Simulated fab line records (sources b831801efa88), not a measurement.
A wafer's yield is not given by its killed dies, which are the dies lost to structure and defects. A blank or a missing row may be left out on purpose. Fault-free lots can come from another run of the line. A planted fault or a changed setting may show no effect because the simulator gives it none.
Which of the tools did it? + flow sky130 + route of 708 steps, sampled at 1 step: 7 lots, 21 wafers

## WHAT THE GAUGES READ, wafer by wafer
SKY_NWELL_OVL_MEAS_10.
| lot  | measured    | on         | NWELL_00_OVL (nm) |
|------|-------------|------------|-------------------|
| L208 | day 4 23:29 | overlay-01 | 1.6 0.1 1.4       |
| L211 | day 5 16:34 | overlay-01 | 1.7 -1.0 0.9      |
| L213 | day 6 06:43 | overlay-02 | 0.7 -0.2 0.2      |
| L216 | day 6 23:37 | overlay-01 | -0.5 1.2 -0.8     |
| L219 | day 7 15:40 | overlay-01 | -0.8 0.4 -0.2     |
| L224 | day 8 22:46 | overlay-02 | -0.2 -2.0 1.3     |
| L227 | day 9 14:52 | overlay-02 | 0.9 0.7 -0.1      |

## WHICH TOOL RAN EACH LOT (tool, then ch and the chambers of the sampled wafers, then the start)
The record holds no process step before these readings.

## THE ANSWER, worked out from the rows above alone
Rule: the lots themselves supply what counts as usual. The widest of any qualifying gaps counts: lots, ordered by their means at a reading, are off when they make up no more than a third of the lots, leave a main group of 4 or more, and stand apart from it by 3 or more times the standard deviation of that group's means. A main group whose means are all the same, to the digits that the tables above print for the reading, isn't used. A lot without any number at a reading at which 4 lots or more have one is off too. Where the step has rows for the other lots, those lots are counted as sound.
Across all readings shown, no lot is off: no conclusion can be drawn from this.

## WHAT THE SIMULATOR HAD PUT IN
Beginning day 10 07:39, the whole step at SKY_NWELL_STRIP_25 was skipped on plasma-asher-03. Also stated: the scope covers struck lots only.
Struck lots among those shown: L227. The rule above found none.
